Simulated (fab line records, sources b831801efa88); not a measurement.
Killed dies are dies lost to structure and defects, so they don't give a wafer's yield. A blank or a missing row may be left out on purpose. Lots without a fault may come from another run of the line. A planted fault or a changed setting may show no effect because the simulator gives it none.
fab line records | flow sky130
record lots=5 wafers=15 last_day=50
route steps=708 shown GATE_OXIDE@187 PAD_OPEN@708
lots that met no fault: from a run of the same line without faults
start_h: hours from the record's first day to the start of the lot's first wafer shown | wait_h: hours since the lot's step before | " the same as in the row above | L1.1+2: a row that stands for several wafers | - no value, or no start given | * or withheld: withheld | < > ~ a bound
route shown NAME@n: a module of which the file shows steps, and the number in the route of the first | usual: mean/standard deviation of fault-free wafers | same: alike in all rows | chamber/n: place in a boat | sites: the reading at each site | _std_site: their standard deviation | _edge_site: outer sites' mean less inner sites' | radius_mm: how far each site lies from the wafer's centre | mask NAME#n: copy n | behind: the tool/chamber that last shaped the wafer | hold: why the lot was held/for how many hours/how that ended | device: the transistor (n, p or np) that didn't switch | end of line: the same wafers' tests at the end of the route | a step without rows: its recipe alone | killed: dies lost to structure and defects at the first sort, not the wafer's yield | map: a wafer's dies, x killed, . not, _ none there
set.NAME: the setting as run; set.NAME@STEP: as run at that earlier step | model.NAME: the simulator's own value behind a step, which no gauge read
lots at some steps of the route; a table a step, a row a wafer
services: from which hour (start_h, from the record's first day; less than 0 if before it) a tool's chamber was out of use, for how many hours, and why
## steps
# step SKY_GATE_OXIDE_CLEAN_00
# recipe chemistry=SC1/SC2 mix=1:4:20 temp_c=70 time_s=150 dry=n2_spin
# step SKY_GATE_OXIDE_OXIDATION_01
# recipe temp_c=900 ambient=O2 stabilise_s=600 purge_s=300 target_thk_a=102.68 ox_time_s=1473
# step SKY_GATE_OXIDE_THK_MEAS_02
# recipe reads=SiO2_of_GATE_OXIDE_OXIDATION_01
# usual GATE_OXIDE_OXIDATION_00_THK=10.27/0.2
# columns lot.wafer tool chamber start_h wait_h GATE_OXIDE_OXIDATION_00_THK[nm]
L293.1 film_metro-01 - 290.56 0.0 10.11
L293.2 " - " " 10.44
L293.5 " - " " 10.08
L300.2 film_metro-01 - 368.05 0.0 10.44
L300.5 " - " " 10.27
L300.6 " - " " 10.35
L307.1 film_metro-01 - 413.15 0.0 10.35
L307.2 " - " " 10.32
L307.4 " - " " 10.39
L312.2 film_metro-04 - 450.34 0.0 10.39
L312.3 " - " " 10.06
L312.5 " - " " 10.15
L313.1 film_metro-01 - 454.99 0.0 9.99
L313.3 " - " " 10.06
L313.6 " - " " 10.04
# step SKY_GATE_OXIDE_DEHYDRATE_03
# recipe temp_c=200 time_s=60
# step SKY_GATE_OXIDE_HMDS_04
# recipe prime_time_s=60 prime_temp_c=120
# step SKY_GATE_OXIDE_COAT_05
# recipe resist=NOVOLAK spin_rpm=3000 resist_thk_nm=1140
# step SKY_GATE_OXIDE_SOFTBAKE_06
# recipe temp_c=90 time_s=60 resist=NOVOLAK
# step SKY_GATE_OXIDE_EXPOSE_07
# recipe mask_id=LVOM na=0.6 source_shape=conventional sigma_outer=0.6 polarization=unpolarized target_cd_nm=600 dose_mj=170
# step SKY_GATE_OXIDE_PEB_08
# recipe temp_c=withheld time_s=* resist=NOVOLAK
# step SKY_GATE_OXIDE_DEVELOP_09
# recipe resist=NOVOLAK developer=TMAH develop_time_s=60 dev_temp_c=23
# step SKY_GATE_OXIDE_OVL_MEAS_10
# usual GATE_OXIDE_OVL=0.1/1.5
# columns lot.wafer tool chamber start_h wait_h GATE_OXIDE_OVL[nm]
L293.1 overlay-02 - 316.76 0.1 -1.5
L293.2 " - " " -0.3
L293.5 " - " " 0.1
L300.2 overlay-01 - 396.61 0.1 -0.3
L300.5 " - " " 0.5
L300.6 " - " " 0.1
L307.1 overlay-01 - 442.64 0.1 2.8
L307.2 " - " " 0.8
L307.4 " - " " 2.6
L312.2 overlay-01 - 481.01 0.1 -1.3
L312.3 " - " " -1.9
L312.5 " - " " -1.4
L313.1 overlay-01 - 485.32 0.1 -0.3
L313.3 " - " " 0.6
L313.6 " - " " 0.1
# step SKY_GATE_OXIDE_IMPLANT_11
# recipe species=B energy_kev=10 dose_cm2=2.653e+12 tilt_deg=withheld
# step SKY_GATE_OXIDE_WET_ETCH_12
# recipe chemistry=dHF target_depth_nm=16.8 dry=n2_spin target=SiO2 dilution=100:1 temp_c=25 time_s=336
# usual run_length_s=364/3.7
# columns lot.wafer tool chamber start_h wait_h run_length_s
L293.1 wet_bench-01 1 316.94 0.1 362
L293.2 " 1 " " 362
L293.5 " 1 " " 362
L300.2 wet_bench-03 3 396.79 0.1 362
L300.5 " 3 " " 362
L300.6 " 3 " " 362
L307.1 wet_bench-01 3 442.83 0.1 349
L307.2 " 3 " " 349
L307.4 " 3 " " 349
L312.2 wet_bench-02 2 481.19 0.1 362
L312.3 " 2 " " 362
L312.5 " 2 " " 362
L313.1 wet_bench-03 1 485.50 0.1 361
L313.3 " 1 " " 361
L313.6 " 1 " " 361
# step SKY_GATE_OXIDE_STRIP_13
# recipe chemistry=O2/N2 power_w=1400 pressure_mtorr=1500 platen_temp_c=withheld o2_flow_sccm=3000 n2_flow_sccm=300 overash_fraction=0.5
# usual drypump_motor_current_A=5.7/0.33 oes_product_au=0.716/0.0044 strip_time_to_endpoint_s=14.20/0.035
# same overash_fraction=0.5
# columns lot.wafer tool chamber start_h wait_h drypump_motor_current_A oes_product_au rf_hours_counter_h strip_time_to_endpoint_s
L293.1 plasma_asher-04 0 317.04 0.0 6.2 0.719 62 14.21
L293.2 " 1 " " 5.8 0.711 62 14.21
L293.5 " 1 " " 5.8 0.717 - 14.23
L300.2 plasma_asher-01 0 396.89 0.0 6.0 0.711 27 14.17
L300.5 " 0 " " 6.0 0.718 - 14.16
L300.6 " 1 " " 5.4 0.715 - 14.18
L307.1 plasma_asher-03 0 442.93 0.0 5.7 0.722 1 14.20
L307.2 " 1 " " 5.2 0.717 1 14.23
L307.4 " 0 " " 5.7 0.717 - 14.24
L312.2 plasma_asher-01 1 481.29 0.0 5.4 0.715 34 14.14
L312.3 " 0 " " 6.0 0.716 - 14.14
L312.5 " 1 " " 5.5 0.723 - 14.13
L313.1 plasma_asher-03 0 485.60 0.0 5.6 0.713 6 14.24
L313.3 " 0 " " 5.6 0.715 - 14.19
L313.6 " 0 " " 5.6 0.721 - 14.21
# step SKY_PAD_OPEN_PROBE_99
# usual killed_at_M0_to_M3=42/7.1 killed_at_M4_up=3.0/1.7 killed_at_contacts=25/5 killed_at_front_end=16/4.4 killed_at_other=0.5/1.4 killed_dies=87/9.2 killed_open=47/6.2 killed_short=39/6.6
# same gross_dies=492 killed_at_back_side=0
# columns lot.wafer tool chamber start_h wait_h killed_at_M0_to_M3 killed_at_M4_up killed_at_contacts killed_at_front_end killed_at_other killed_dies killed_open killed_short
L293.1 prober-01 - 1080.63 0.1 42 1 25 17 0 85 42 43
L293.2 prober-01 - 1080.68 0.1 41 6 31 12 0 90 50 40
L293.5 prober-01 - 1080.83 0.2 38 7 28 18 0 91 45 46
L300.2 prober-02 - 1136.35 0.1 38 4 27 21 1 91 52 38
L300.5 prober-02 - 1136.50 0.2 52 2 19 15 0 88 35 53
L300.6 prober-02 - 1136.55 0.2 47 3 27 13 0 90 42 48
L307.1 prober-02 - 1162.26 0.1 49 6 21 20 1 97 47 49
L307.2 prober-02 - 1162.31 0.1 33 5 16 18 0 72 44 28
L307.4 prober-02 - 1162.41 0.2 40 0 21 16 0 77 50 27
L312.2 prober-01 - 1186.70 0.1 42 4 26 15 0 87 51 36
L312.3 prober-01 - 1186.75 0.2 43 2 31 17 0 93 46 47
L312.5 prober-01 - 1186.85 0.2 34 4 22 11 1 72 32 40
L313.1 prober-02 - 1188.30 0.1 36 3 30 9 0 78 45 33
L313.3 prober-02 - 1188.40 0.2 40 2 35 14 1 92 49 42
L313.6 prober-02 - 1188.55 0.2 41 1 25 22 0 89 50 36
# killed by level:class
L293.1 VIA1:geometric_particle:open=9 CONTACT:geometric_particle:open=7 METAL2:geometric_particle:short=7 VIA2:geometric_particle:open=7 FIELD_ISO:geometric_particle:short=5 LI_CONTACT:geometric_particle:open=5 CONTACT:geometric_particle:short=5 VIA3:geometric_particle:open=5
L293.2 CONTACT:geometric_particle:open=18 VIA1:geometric_particle:open=9 VIA2:geometric_particle:open=8 METAL1:geometric_particle:short=7 FIELD_ISO:geometric_particle:short=6 LI_CONTACT:geometric_particle:open=5 VIA3:geometric_particle:open=5 METAL4:geometric_particle:short=5
L293.5 CONTACT:geometric_particle:open=9 VIA1:geometric_particle:open=9 LI_CONTACT:geometric_particle:open=7 POLY_GATE:geometric_particle:short=6 VIA2:geometric_particle:short=5 CONTACT:geometric_particle:short=5 METAL2:geometric_particle:short=5 VIA2:geometric_particle:open=5
L300.2 CONTACT:geometric_particle:open=11 VIA1:geometric_particle:open=9 LI_CONTACT:geometric_particle:open=7 FIELD_ISO:geometric_particle:open=6 METAL2:geometric_particle:short=6 METAL1:geometric_particle:short=6 VIA3:geometric_particle:open=6 POLY_GATE:geometric_particle:short=5
L300.5 VIA1:geometric_particle:open=10 METAL2:geometric_particle:short=8 METAL1:geometric_particle:short=7 VIA2:geometric_particle:open=7 VIA1:geometric_particle:short=6 FIELD_ISO:geometric_particle:open=5 CONTACT:geometric_particle:short=5 LOCAL_INTERCONNECT:geometric_particle:short=5
L300.6 VIA1:geometric_particle:open=9 CONTACT:geometric_particle:short=8 METAL2:geometric_particle:short=8 VIA2:geometric_particle:open=7 CONTACT:geometric_particle:open=6 VIA3:geometric_particle:open=6 FIELD_ISO:geometric_particle:short=5 POLY_GATE:geometric_particle:open=5
L307.1 CONTACT:geometric_particle:open=10 VIA3:geometric_particle:open=9 METAL1:geometric_particle:short=7 FIELD_ISO:geometric_particle:short=6 VIA1:geometric_particle:open=6 METAL4:geometric_particle:short=6 METAL2:geometric_particle:short=5 POLY_GATE:geometric_particle:short=5
L307.2 VIA1:geometric_particle:open=10 POLY_GATE:geometric_particle:open=8 CONTACT:geometric_particle:open=8 METAL2:geometric_particle:short=6 VIA3:geometric_particle:open=4 FIELD_ISO:geometric_particle:short=3 LI_CONTACT:geometric_particle:short=3 LI_CONTACT:geometric_particle:open=3
L307.4 CONTACT:geometric_particle:open=10 VIA1:geometric_particle:open=9 VIA3:geometric_particle:open=8 METAL1:geometric_particle:short=5 VIA1:geometric_particle:short=5 VIA2:geometric_particle:open=5 FIELD_ISO:geometric_particle:open=4 LI_CONTACT:geometric_particle:open=4
L312.2 VIA1:geometric_particle:open=13 LI_CONTACT:geometric_particle:open=10 CONTACT:geometric_particle:open=8 FIELD_ISO:geometric_particle:short=7 CONTACT:geometric_particle:short=5 FIELD_ISO:geometric_particle:open=4 VIA2:geometric_particle:open=4 METAL1:geometric_particle:short=4
L312.3 VIA1:geometric_particle:open=11 LI_CONTACT:geometric_particle:open=9 METAL1:geometric_particle:short=9 CONTACT:geometric_particle:open=8 LOCAL_INTERCONNECT:geometric_particle:short=6 FIELD_ISO:geometric_particle:short=5 FIELD_ISO:geometric_particle:open=5 VIA3:geometric_particle:open=5
L312.5 CONTACT:geometric_particle:short=7 CONTACT:geometric_particle:open=7 METAL1:geometric_particle:short=7 VIA1:geometric_particle:open=6 LI_CONTACT:geometric_particle:open=5 VIA3:geometric_particle:open=5 METAL2:geometric_particle:short=5 FIELD_ISO:geometric_particle:short=4
L313.1 CONTACT:geometric_particle:open=12 VIA1:geometric_particle:open=10 LI_CONTACT:geometric_particle:open=9 METAL2:geometric_particle:short=7 VIA2:geometric_particle:open=7 METAL1:geometric_particle:short=6 FIELD_ISO:geometric_particle:short=4 CONTACT:geometric_particle:short=4
L313.3 CONTACT:geometric_particle:open=12 LI_CONTACT:geometric_particle:open=9 VIA1:geometric_particle:open=8 METAL2:geometric_particle:short=8 LI_CONTACT:geometric_particle:short=6 FIELD_ISO:geometric_particle:short=4 CONTACT:geometric_particle:short=4 VIA1:geometric_particle:short=4
L313.6 LI_CONTACT:geometric_particle:open=10 VIA1:geometric_particle:short=8 CONTACT:geometric_particle:open=7 VIA1:geometric_particle:open=7 VIA2:geometric_particle:open=7 POLY_GATE:geometric_particle:open=5 POLY_GATE:geometric_particle:short=5 CONTACT:geometric_particle:short=5
## services
# columns tool chamber start_h hours kind
wet_bench-03 - 318.12 7.4 repair
plasma_asher-01 - 366.33 2.8 pm
plasma_asher-03 - 394.86 2.5 repair
wet_bench-01 - 402.33 1.9 repair
plasma_asher-04 - 416.08 0.7 repair
plasma_asher-03 - 421.25 9.0 pm
plasma_asher-03 0 421.25 9.0 vent_cycle
plasma_asher-03 1 421.25 9.0 vent_cycle
plasma_asher-03 0 430.25 - clean
plasma_asher-03 1 430.25 - clean
plasma_asher-01 - 449.20 7.6 pm
plasma_asher-03 - 449.67 0.4 repair
## key
first_sign step=SKY_GATE_OXIDE_WET_ETCH_12 reading=run_length_s direction=down sigmas=4 usual=* struck=*
effect none on later readings
met_at SKY_GATE_OXIDE_WET_ETCH_12
struck_wafers L307.1,L307.2,L307.4
tester_left_out L307
onset_between 316.94 442.83
fault kind=process_parameter_drift tool=wet_bench-01 chamber=- onset_h=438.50 steps=SKY_GATE_OXIDE_WET_ETCH_12 channel=time_s offset=* shape=step end_h=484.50 acts_in=* stated=*
# tester_left_out: of these lots the tester's yield and bins aren't shown, on N5 and GAA mostly nor the transistor test; their killed dies are dies lost to structure and defects alone, not to doping, threshold or leakage, so they don't give the yield
